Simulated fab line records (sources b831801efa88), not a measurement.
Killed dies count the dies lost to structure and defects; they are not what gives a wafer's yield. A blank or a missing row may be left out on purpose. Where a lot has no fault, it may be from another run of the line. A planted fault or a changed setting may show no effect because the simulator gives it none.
fab line records	flow sky130
record lots=24	wafers=72	lastDay=50
route steps=708 shown LDD_HVP@287 LOCAL_INTERCONNECT@402 VIA1@461 METAL4@601
lots that met no fault: from a run of the same line without faults
startH: the number of hours between the record's first day and the start of the first shown wafer of the lot	waitH: hours since the lot's step before	" as in the row above	L1.1+2: a row that stands for several wafers	- no value present, or no start provided	* or withheld: withheld	< > ~ a bound
route shown NAME@n: NAME is a module with steps in the file, n the number in the route of the first one	usual: mean/standard deviation of fault-free wafers	same: alike in all rows	chamber/n: place in a boat	sites: per-site readings	_std_site: standard deviation across them	_edge_site: mean of outer sites minus mean of inner sites	radiusMm: for every site, how far away it sits from the centre of the wafer	mask NAME#n: copy n	behind: the tool/chamber that last shaped the wafer	hold: reason for holding the lot/hours on hold/outcome of the hold	device: whichever transistor did not switch (one of n, p or np)	end of line: tests of these same wafers at the route's end	a step with no rows: only its recipe	killed: dies that structure and defects cost at the first sort, which is not the same as the wafer's yield	map: a wafer's dies, marking killed ones x, the rest . and places with no die _
set.NAME: the setting that was run; set.NAME@STEP: the one run at that earlier step	model.NAME: the simulator's own value behind a step, which no gauge read
a sample of lots followed through the steps of the route, with each step as a table and each wafer as a row
services: the hour from which a tool's chamber was out of use, counted from the record's first day as startH (under 0 if before that day), plus the number of hours and why
## steps
# step SKY_LDD_HVP_STRIP_09
# recipe chemistry=O2/N2	powerW=1400	pressureMtorr=1500	platenTempC=withheld	o2FlowSccm=3000	n2FlowSccm=300	overashFraction=0.5
# usual drypumpMotorCurrentA=5.7/0.46	oesProductAu=0.408/0.0045	stripTimeToEndpointS=4.132/0.013
# same overashFraction=0.5
lot.wafer	tool	chamber	startH	waitH	drypumpMotorCurrentA	oesProductAu	rfHoursCounterH	stripTimeToEndpointS
L074.1	plasmaAsher-04	1	502.55	0.1	6.0	0.407	72	4.116
L074.3	"	1	"	"	6.0	0.404	-	4.132
L074.6	"	0	"	"	6.1	0.396	-	4.127
L075.2	plasmaAsher-04	1	503.24	0.1	6.0	0.407	72	4.125
L075.5	"	1	"	"	6.0	0.402	-	4.126
L075.6	"	0	"	"	6.1	0.408	-	4.110
L076.2	plasmaAsher-01	1	519.50	0.1	5.4	0.418	42	4.141
L076.3	"	1	"	"	5.4	0.407	-	4.142
L076.4	"	0	"	"	6.2	0.402	-	4.128
L077.3	plasmaAsher-01	0	523.44	0.1	6.3	0.412	-	4.130
L077.5	"	0	"	"	6.3	0.414	-	4.143
L077.6	"	1	"	"	5.5	0.406	-	4.133
L078.2	plasmaAsher-01	0	529.75	0.1	6.2	0.403	43	4.096
L078.3	"	0	"	"	6.2	0.416	-	4.118
L078.6	"	1	"	"	5.4	0.404	-	4.123
L079.1	plasmaAsher-02	0	545.85	0.1	5.9	0.409	12	4.127
L079.3	"	0	"	"	5.9	0.408	-	4.118
L079.5	"	1	"	"	4.9	0.411	-	4.107
L080.3	plasmaAsher-01	1	556.99	0.1	5.5	0.411	-	4.132
L080.4	"	0	"	"	6.3	0.406	-	4.116
L080.5	"	0	"	"	6.2	0.409	-	4.126
L081.2	plasmaAsher-01	0	566.75	0.1	6.2	0.406	47	4.112
L081.4	"	0	"	"	6.2	0.404	-	4.113
L081.5	"	0	"	"	6.3	0.414	-	4.138
L082.2	plasmaAsher-01	0	570.20	0.1	6.2	0.405	48	4.122
L082.3	"	1	"	"	5.4	0.405	-	4.141
L082.6	"	0	"	"	6.2	0.408	-	4.130
L083.2	plasmaAsher-02	1	578.65	0.1	4.9	0.408	15	4.106
L083.5	"	1	"	"	4.9	0.407	-	4.131
L083.6	"	0	"	"	5.8	0.413	-	4.105
L084.1	plasmaAsher-04	0	587.15	0.1	6.1	0.406	81	4.141
L084.2	"	1	"	"	6.0	0.413	81	4.133
L084.3	"	1	"	"	6.0	0.409	-	4.153
L085.3	plasmaAsher-01	0	597.63	0.1	6.3	0.402	-	4.110
L085.5	"	1	"	"	5.4	0.408	-	4.133
L085.6	"	0	"	"	6.3	0.410	-	4.135
L086.1	plasmaAsher-02	0	605.30	0.1	5.8	0.413	18	4.141
L086.3	"	1	"	"	4.9	0.411	-	4.129
L086.5	"	0	"	"	5.8	0.408	-	4.134
L087.1	plasmaAsher-04	0	618.80	0.1	6.1	0.411	84	4.138
L087.4	"	0	"	"	6.1	0.407	-	4.145
L087.5	"	1	"	"	6.0	0.410	-	4.157
L088.1	plasmaAsher-02	0	618.84	0.1	5.9	0.410	19	4.121
L088.2	"	1	"	"	4.9	0.408	19	4.143
L088.6	"	0	"	"	5.9	0.405	-	4.126
L089.1	plasmaAsher-02	1	633.79	0.1	4.9	0.402	21	4.138
L089.2	"	0	"	"	5.8	0.407	21	4.137
L089.5	"	0	"	"	5.8	0.413	-	4.150
L090.1	plasmaAsher-02	0	639.79	0.1	5.9	0.416	22	4.159
L090.4	"	0	"	"	5.8	0.414	-	4.145
L090.5	"	0	"	"	5.8	0.407	-	4.132
L091.2	plasmaAsher-04	1	647.95	0.1	6.0	0.403	87	4.136
L091.5	"	0	"	"	6.1	0.403	-	4.137
L091.6	"	1	"	"	6.0	0.404	-	4.114
L092.1	plasmaAsher-01	0	656.99	0.1	6.2	0.411	56	4.149
L092.3	"	1	"	"	5.4	0.409	-	4.152
L092.5	"	1	"	"	5.4	0.409	-	4.133
L093.3	plasmaAsher-04	0	660.12	0.1	6.1	0.400	-	4.126
L093.4	"	1	"	"	6.0	0.399	-	4.139
L093.6	"	1	"	"	6.0	0.410	-	4.142
L094.1	plasmaAsher-01	0	670.97	0.1	6.3	0.410	58	4.123
L094.2	"	1	"	"	5.4	0.404	58	4.128
L094.6	"	0	"	"	6.3	0.410	-	4.123
L095.2	plasmaAsher-02	0	678.50	0.1	5.8	0.406	25	4.131
L095.4	"	1	"	"	4.9	0.412	-	4.141
L095.6	"	1	"	"	4.9	0.406	-	4.157
L096.1	plasmaAsher-02	0	690.34	0.1	5.8	0.413	27	4.131
L096.4	"	0	"	"	5.9	0.410	-	4.159
L096.6	"	0	"	"	5.8	0.410	-	4.163
L097.1	plasmaAsher-01	0	694.59	0.1	6.3	0.404	60	4.130
L097.2	"	1	"	"	5.4	0.410	60	4.155
L097.6	"	0	"	"	6.3	0.408	-	4.143
# step SKY_LOCAL_INTERCONNECT_STRIP_15
# recipe chemistry=O2/N2	powerW=1400	pressureMtorr=1500	platenTempC=withheld	o2FlowSccm=3000	n2FlowSccm=300	overashFraction=0.5
# usual drypumpMotorCurrentA=5.86/0.3	oesProductAu=0.427/0.0047	stripTimeToEndpointS=4.724/0.023
# same overashFraction=0.5
lot.wafer	tool	chamber	startH	waitH	drypumpMotorCurrentA	oesProductAu	rfHoursCounterH	stripTimeToEndpointS
L074.1	plasmaAsher-01	0	715.94	0.0	6.26	0.433	62	4.716
L074.3	"	0	"	"	6.24	0.433	-	4.769
L074.6	"	0	"	"	6.28	0.429	-	4.726
L075.2	plasmaAsher-04	1	717.95	0.1	6.03	0.429	93	4.762
L075.5	"	0	"	"	6.10	0.428	-	4.739
L075.6	"	1	"	"	6.05	0.432	-	4.757
L076.2	plasmaAsher-01	0	731.20	0.1	6.26	0.425	64	4.695
L076.3	"	1	"	"	5.45	0.416	-	4.698
L076.4	"	0	"	"	6.26	0.425	-	4.734
L077.3	plasmaAsher-03	0	735.17	0.1	5.59	0.422	-	4.766
L077.5	"	0	"	"	5.56	0.425	-	4.707
L077.6	"	1	"	"	5.96	0.429	-	4.771
L078.2	plasmaAsher-03	0	741.60	0.1	5.56	0.432	90	4.729
L078.3	"	0	"	"	5.56	0.419	-	4.701
L078.6	"	0	"	"	5.57	0.430	-	4.714
L079.1	plasmaAsher-04	1	753.40	0.1	6.03	0.424	1	4.683
L079.3	"	0	"	"	6.11	0.426	-	4.710
L079.5	"	0	"	"	6.11	0.426	-	4.691
L080.3	plasmaAsher-04	1	770.12	0.1	6.02	0.433	-	4.719
L080.4	"	0	"	"	6.11	0.427	-	4.724
L080.5	"	0	"	"	6.14	0.425	-	4.714
L081.2	plasmaAsher-01	0	775.64	0.0	6.25	0.426	68	4.739
L081.4	"	1	"	"	5.44	0.426	-	4.725
L081.5	"	1	"	"	5.45	0.429	-	4.737
L082.2	plasmaAsher-03	0	777.12	0.0	5.58	0.434	94	4.771
L082.3	"	0	"	"	5.56	0.433	-	4.734
L082.6	"	1	"	"	5.92	0.432	-	4.712
L083.2	plasmaAsher-01	1	782.74	0.0	5.44	0.428	69	4.727
L083.5	"	1	"	"	5.42	0.425	-	4.714
L083.6	"	0	"	"	6.24	0.426	-	4.729
L084.1	plasmaAsher-03	0	795.71	0.0	5.58	0.419	95	4.714
L084.2	"	1	"	"	5.96	0.433	95	4.753
L084.3	"	0	"	"	5.57	0.436	-	4.739
L085.3	plasmaAsher-04	0	802.02	0.1	6.12	0.430	-	4.723
L085.5	"	1	"	"	6.01	0.421	-	4.723
L085.6	"	0	"	"	6.14	0.421	-	4.736
L086.1	plasmaAsher-03	0	807.33	0.0	5.57	0.429	97	4.745
L086.3	"	1	"	"	5.92	0.425	-	4.740
L086.5	"	1	"	"	5.93	0.420	-	4.709
L087.1	plasmaAsher-04	0	821.49	0.0	6.13	0.423	8	4.774
L087.4	"	1	"	"	6.02	0.423	-	4.715
L087.5	"	1	"	"	6.01	0.427	-	4.717
L088.1	plasmaAsher-01	0	823.24	0.0	6.24	0.428	73	4.735
L088.2	"	1	"	"	5.42	0.425	73	4.712
L088.6	"	0	"	"	6.25	0.427	-	4.738
L089.1	plasmaAsher-01	1	834.88	0.0	5.41	0.427	75	4.731
L089.2	"	0	"	"	6.27	0.431	75	4.695
L089.5	"	1	"	"	5.44	0.421	-	4.716
L090.1	plasmaAsher-01	0	840.69	0.0	6.24	0.431	75	4.679
L090.4	"	0	"	"	6.26	0.434	-	4.720
L090.5	"	0	"	"	6.27	0.425	-	4.695
L091.2	plasmaAsher-03	0	846.31	0.0	5.56	0.422	100	4.686
L091.5	"	0	"	"	5.55	0.429	-	4.697
L091.6	"	1	"	"	5.94	0.432	-	4.690
L092.1	plasmaAsher-01	1	855.62	0.0	5.42	0.424	77	4.709
L092.3	"	1	"	"	5.42	0.429	-	4.727
L092.5	"	1	"	"	5.46	0.427	-	4.745
L093.3	plasmaAsher-03	1	857.04	0.1	5.96	0.423	-	4.768
L093.4	"	0	"	"	5.57	0.429	-	4.707
L093.6	"	0	"	"	5.58	0.424	-	4.747
L094.1	plasmaAsher-03	1	867.82	0.0	5.97	0.429	102	4.717
L094.2	"	0	"	"	5.57	0.437	102	4.766
L094.6	"	1	"	"	5.99	0.425	-	4.704
L095.2	plasmaAsher-03	1	877.44	0.0	5.97	0.423	103	4.696
L095.4	"	0	"	"	5.57	0.433	-	4.696
L095.6	"	0	"	"	5.58	0.423	-	4.706
L096.1	plasmaAsher-04	1	885.36	0.0	6.04	0.433	12	4.713
L096.4	"	0	"	"	6.12	0.433	-	4.746
L096.6	"	0	"	"	6.12	0.428	-	4.747
L097.1	plasmaAsher-03	1	890.30	0.0	5.92	0.429	105	4.734
L097.2	"	0	"	"	5.57	0.422	105	4.711
L097.6	"	0	"	"	5.57	0.432	-	4.734
# step SKY_VIA1_BOW_MEAS_03
# recipe mode=bow
# usual VIA1_BOW=81/7.5
lot.wafer	tool	chamber	startH	waitH	VIA1_BOW[um]
L074.1	filmMetro-02	-	776.54	0.1	87
L074.3	"	-	"	"	85
L074.6	"	-	"	"	90
L075.2	filmMetro-01	-	778.09	0.3	87
L075.5	"	-	"	"	83
L075.6	"	-	"	"	85
L076.2	filmMetro-02	-	791.06	0.2	80
L076.3	"	-	"	"	78
L076.4	"	-	"	"	72
L077.3	filmMetro-03	-	794.72	0.1	74
L077.5	"	-	"	"	76
L077.6	"	-	"	"	79
L078.2	filmMetro-02	-	801.47	0.2	87
L078.3	"	-	"	"	80
L078.6	"	-	"	"	74
L079.1	filmMetro-03	-	812.40	0.1	81
L079.3	"	-	"	"	87
L079.5	"	-	"	"	70
L080.3	filmMetro-02	-	828.64	0.3	83
L080.4	"	-	"	"	78
L080.5	"	-	"	"	82
L081.2	filmMetro-02	-	833.14	0.2	78
L081.4	"	-	"	"	84
L081.5	"	-	"	"	72
L082.2	filmMetro-02	-	835.01	0.1	85
L082.3	"	-	"	"	62
L082.6	"	-	"	"	71
L083.2	filmMetro-03	-	840.58	0.2	87
L083.5	"	-	"	"	81
L083.6	"	-	"	"	68
L084.1	filmMetro-03	-	853.80	0.2	75
L084.2	"	-	"	"	66
L084.3	"	-	"	"	87
L085.3	filmMetro-03	-	859.19	0.2	67
L085.5	"	-	"	"	78
L085.6	"	-	"	"	75
L086.1	filmMetro-03	-	864.87	0.2	106
L086.3	"	-	"	"	85
L086.5	"	-	"	"	83
L087.1	filmMetro-03	-	879.21	0.1	93
L087.4	"	-	"	"	73
L087.5	"	-	"	"	84
L088.1	filmMetro-03	-	879.85	0.1	90
L088.2	"	-	"	"	77
L088.6	"	-	"	"	79
L089.1	filmMetro-03	-	892.02	0.2	89
L089.2	"	-	"	"	69
L089.5	"	-	"	"	78
L090.1	filmMetro-02	-	897.77	0.2	92
L090.4	"	-	"	"	84
L090.5	"	-	"	"	75
L091.2	filmMetro-03	-	903.17	0.3	75
L091.5	"	-	"	"	79
L091.6	"	-	"	"	70
L092.1	filmMetro-03	-	911.62	0.2	68
L092.3	"	-	"	"	81
L092.5	"	-	"	"	88
L093.3	filmMetro-02	-	916.53	0.3	83
L093.4	"	-	"	"	85
L093.6	"	-	"	"	90
L094.1	filmMetro-02	-	924.39	0.2	90
L094.2	"	-	"	"	88
L094.6	"	-	"	"	82
L095.2	filmMetro-03	-	932.13	0.3	84
L095.4	"	-	"	"	84
L095.6	"	-	"	"	79
L096.1	filmMetro-01	-	940.49	0.1	85
L096.4	"	-	"	"	84
L096.6	"	-	"	"	75
L097.1	filmMetro-01	-	945.40	0.2	77
L097.2	"	-	"	"	82
L097.6	"	-	"	"	76
# step SKY_VIA1_CD_MEAS_12
# recipe targetCdNm=150
# usual cdNm=150.5/1.8
lot.wafer	tool	chamber	startH	waitH	cdNm
L074.1	cdSem-01	-	803.02	-	148.9
L074.3	"	-	"	"	148.6
L074.6	"	-	"	"	149.8
L075.2	cdSem-01	-	804.83	-	152.4
L075.5	"	-	"	"	151.0
L075.6	"	-	"	"	152.2
L076.2	cdSem-01	-	817.48	-	147.3
L076.3	"	-	"	"	147.2
L076.4	"	-	"	"	147.4
L077.3	cdSem-01	-	820.91	-	153.7
L077.5	"	-	"	"	153.7
L077.6	"	-	"	"	151.7
L078.2	cdSem-02	-	827.88	-	151.3
L078.3	"	-	"	"	150.7
L078.6	"	-	"	"	150.6
L079.1	cdSem-01	-	838.57	-	149.8
L079.3	"	-	"	"	150.7
L079.5	"	-	"	"	149.3
L080.3	cdSem-01	-	854.81	-	151.6
L080.4	"	-	"	"	151.6
L080.5	"	-	"	"	151.6
L081.2	cdSem-01	-	859.20	-	150.6
L081.4	"	-	"	"	151.2
L081.5	"	-	"	"	149.6
L082.2	cdSem-01	-	861.33	-	148.9
L082.3	"	-	"	"	149.5
L082.6	"	-	"	"	147.4
L083.2	cdSem-01	-	867.11	-	152.2
L083.5	"	-	"	"	149.2
L083.6	"	-	"	"	149.0
L084.1	cdSem-01	-	879.72	-	148.5
L084.2	"	-	"	"	148.9
L084.3	"	-	"	"	149.8
L085.3	cdSem-01	-	885.36	-	149.2
L085.5	"	-	"	"	149.8
L085.6	"	-	"	"	148.9
L086.1	cdSem-01	-	891.16	-	151.6
L086.3	"	-	"	"	151.8
L086.5	"	-	"	"	152.3
L087.1	cdSem-02	-	905.21	-	152.8
L087.4	"	-	"	"	152.7
L087.5	"	-	"	"	150.7
L088.1	cdSem-02	-	905.66	-	149.3
L088.2	"	-	"	"	149.4
L088.6	"	-	"	"	149.8
L089.1	cdSem-01	-	917.72	-	151.2
L089.2	"	-	"	"	152.0
L089.5	"	-	"	"	151.3
L090.1	cdSem-01	-	923.12	-	151.6
L090.4	"	-	"	"	151.3
L090.5	"	-	"	"	150.2
L091.2	cdSem-02	-	927.83	-	149.1
L091.5	"	-	"	"	148.2
L091.6	"	-	"	"	149.7
L092.1	cdSem-01	-	936.82	-	150.4
L092.3	"	-	"	"	151.5
L092.5	"	-	"	"	149.7
L093.3	cdSem-02	-	941.65	-	148.8
L093.4	"	-	"	"	147.4
L093.6	"	-	"	"	148.0
L094.1	cdSem-01	-	948.81	-	152.5
L094.2	"	-	"	"	153.0
L094.6	"	-	"	"	152.4
L095.2	cdSem-02	-	957.49	-	153.9
L095.4	"	-	"	"	154.0
L095.6	"	-	"	"	155.0
L096.1	cdSem-01	-	965.22	-	152.0
L096.4	"	-	"	"	150.2
L096.6	"	-	"	"	150.6
L097.1	cdSem-02	-	969.67	-	151.4
L097.2	"	-	"	"	151.8
L097.6	"	-	"	"	152.1
# step SKY_VIA1_OVL_MEAS_13
# usual VIA1_OVL=-1/5.1
lot.wafer	tool	chamber	startH	waitH	VIA1_OVL[nm]
L074.1	overlay-01	-	803.14	0.1	7
L074.3	"	-	"	"	4
L074.6	"	-	"	"	4
L075.2	overlay-02	-	804.94	0.1	-8
L075.5	"	-	"	"	-2
L075.6	"	-	"	"	-5
L076.2	overlay-02	-	817.59	0.1	-5
L076.3	"	-	"	"	-1
L076.4	"	-	"	"	-2
L077.3	overlay-01	-	821.00	0.1	-2
L077.5	"	-	"	"	-6
L077.6	"	-	"	"	-3
L078.2	overlay-02	-	827.99	0.1	-5
L078.3	"	-	"	"	-3
L078.6	"	-	"	"	-1
L079.1	overlay-01	-	838.69	0.1	-2
L079.3	"	-	"	"	-1
L079.5	"	-	"	"	-1
L080.3	overlay-02	-	854.90	0.1	0
L080.4	"	-	"	"	2
L080.5	"	-	"	"	-5
L081.2	overlay-01	-	859.31	0.1	-4
L081.4	"	-	"	"	-8
L081.5	"	-	"	"	-14
L082.2	overlay-02	-	861.44	0.1	6
L082.3	"	-	"	"	5
L082.6	"	-	"	"	10
L083.2	overlay-02	-	867.21	0.1	4
L083.5	"	-	"	"	-2
L083.6	"	-	"	"	6
L084.1	overlay-02	-	879.84	0.1	-9
L084.2	"	-	"	"	-5
L084.3	"	-	"	"	-14
L085.3	overlay-01	-	885.45	0.1	2
L085.5	"	-	"	"	-4
L085.6	"	-	"	"	-3
L086.1	overlay-02	-	891.28	0.1	1
L086.3	"	-	"	"	-2
L086.5	"	-	"	"	-2
L087.1	overlay-01	-	905.33	0.1	-1
L087.4	"	-	"	"	-2
L087.5	"	-	"	"	1
L088.1	overlay-01	-	905.78	0.1	6
L088.2	"	-	"	"	9
L088.6	"	-	"	"	6
L089.1	overlay-02	-	917.84	0.1	-4
L089.2	"	-	"	"	-3
L089.5	"	-	"	"	-3
L090.1	overlay-02	-	923.24	0.1	5
L090.4	"	-	"	"	0
L090.5	"	-	"	"	2
L091.2	overlay-01	-	927.94	0.1	-5
L091.5	"	-	"	"	-2
L091.6	"	-	"	"	-4
L092.1	overlay-02	-	936.94	0.1	-6
L092.3	"	-	"	"	-1
L092.5	"	-	"	"	-2
L093.3	overlay-01	-	941.75	0.1	-4
L093.4	"	-	"	"	-6
L093.6	"	-	"	"	-10
L094.1	overlay-02	-	948.93	0.1	-4
L094.2	"	-	"	"	-4
L094.6	"	-	"	"	-5
L095.2	overlay-01	-	957.60	0.1	1
L095.4	"	-	"	"	3
L095.6	"	-	"	"	1
L096.1	overlay-01	-	965.34	0.1	3
L096.4	"	-	"	"	6
L096.6	"	-	"	"	5
L097.1	overlay-02	-	969.79	0.1	8
L097.2	"	-	"	"	5
L097.6	"	-	"	"	7
# step SKY_METAL4_SPUTTER_03
# recipe material=Ti	targetThkNm=5	powerW=3000	timeS=3.3	chamberPressurePa=0.4
# usual throttleValvePct=29.7/1.1
lot.wafer	tool	chamber	startH	waitH	throttleValvePct
L074.1	pvdSputter-03	-	941.55	0.0	30.3
L074.3	"	-	"	"	28.9
L074.6	"	-	"	"	29.1
L075.2	pvdSputter-01	-	943.08	0.0	29.2
L075.5	"	-	"	"	31.7
L075.6	"	-	"	"	29.4
L076.2	pvdSputter-01	-	953.66	0.0	28.2
L076.3	"	-	"	"	31.4
L076.4	"	-	"	"	29.4
L077.3	pvdSputter-01	-	958.44	0.0	31.3
L077.5	"	-	"	"	28.1
L077.6	"	-	"	"	29.2
L078.2	pvdSputter-02	-	964.33	0.0	31.5
L078.3	"	-	"	"	29.8
L078.6	"	-	"	"	29.8
L079.1	pvdSputter-02	-	973.99	0.0	29.1
L079.3	"	-	"	"	29.6
L079.5	"	-	"	"	29.9
L080.3	pvdSputter-01	-	989.73	0.0	28.3
L080.4	"	-	"	"	31.2
L080.5	"	-	"	"	29.4
L081.2	pvdSputter-01	-	993.87	0.0	28.3
L081.4	"	-	"	"	29.5
L081.5	"	-	"	"	29.5
L082.2	pvdSputter-03	-	995.16	0.0	28.8
L082.3	"	-	"	"	30.3
L082.6	"	-	"	"	29.4
L083.2	pvdSputter-01	-	1001.34	0.0	29.4
L083.5	"	-	"	"	28.2
L083.6	"	-	"	"	29.0
L084.1	pvdSputter-03	-	1012.35	0.0	30.3
L084.2	"	-	"	"	29.0
L084.3	"	-	"	"	29.5
L085.3	pvdSputter-01	-	1018.71	0.0	31.3
L085.5	"	-	"	"	31.6
L085.6	"	-	"	"	29.3
L086.1	pvdSputter-02	-	1022.34	0.0	29.1
L086.3	"	-	"	"	29.3
L086.5	"	-	"	"	29.5
L087.1	pvdSputter-01	-	1039.42	0.0	31.3
L087.4	"	-	"	"	29.4
L087.5	"	-	"	"	29.3
L088.1	pvdSputter-01	-	1039.72	0.0	31.5
L088.2	"	-	"	"	29.4
L088.6	"	-	"	"	28.0
L089.1	pvdSputter-03	-	1045.14	0.0	30.2
L089.2	"	-	"	"	29.3
L089.5	"	-	"	"	28.9
L090.1	pvdSputter-03	-	1050.67	0.0	31.8
L090.4	"	-	"	"	30.1
L090.5	"	-	"	"	32.1
L091.2	pvdSputter-03	-	1062.78	0.0	29.1
L091.5	"	-	"	"	30.0
L091.6	"	-	"	"	29.1
L092.1	pvdSputter-03	-	1066.25	0.0	28.9
L092.3	"	-	"	"	30.1
L092.5	"	-	"	"	29.4
L093.3	pvdSputter-02	-	1069.00	0.0	29.5
L093.4	"	-	"	"	29.5
L093.6	"	-	"	"	29.7
L094.1	pvdSputter-01	-	1072.48	0.0	28.3
L094.2	"	-	"	"	31.4
L094.6	"	-	"	"	31.2
L095.2	pvdSputter-01	-	1077.61	0.0	31.6
L095.4	"	-	"	"	29.2
L095.6	"	-	"	"	28.1
L096.1	pvdSputter-03	-	1089.98	0.0	31.5
L096.4	"	-	"	"	29.1
L096.6	"	-	"	"	28.6
L097.1	pvdSputter-02	-	1092.15	0.0	29.0
L097.2	"	-	"	"	29.6
L097.6	"	-	"	"	29.5
## services
tool	chamber	startH	hours	kind
plasmaAsher-04	-	482.46	13.5	repair
pvdSputter-01	-	507.44	1.5	repair
plasmaAsher-03	-	555.24	14.6	pm
pvdSputter-01	-	566.39	2.5	repair
pvdSputter-01	-	585.79	1.6	repair
pvdSputter-01	-	618.94	4.7	repair
pvdSputter-01	-	656.36	0.5	repair
plasmaAsher-04	-	657.71	2.0	repair
plasmaAsher-03	-	666.57	2.0	repair
pvdSputter-01	-	679.72	2.8	repair
plasmaAsher-04	-	687.34	9.6	repair
plasmaAsher-04	-	733.75	9.0	pm
plasmaAsher-01	-	734.11	4.1	repair
plasmaAsher-04	-	754.96	0.3	repair
plasmaAsher-04	-	828.24	15.9	repair
plasmaAsher-01	-	853.82	1.0	repair
pvdSputter-01	-	871.98	6.8	repair
plasmaAsher-01	-	920.74	1.3	repair
plasmaAsher-01	-	938.12	5.6	repair
plasmaAsher-04	-	973.40	1.5	repair
pvdSputter-01	-	998.05	2.1	repair
pvdSputter-01	-	1065.34	5.4	repair
plasmaAsher-01	-	1076.77	6.7	repair
plasmaAsher-01	-	1083.45	10.2	pm
## key
fault none
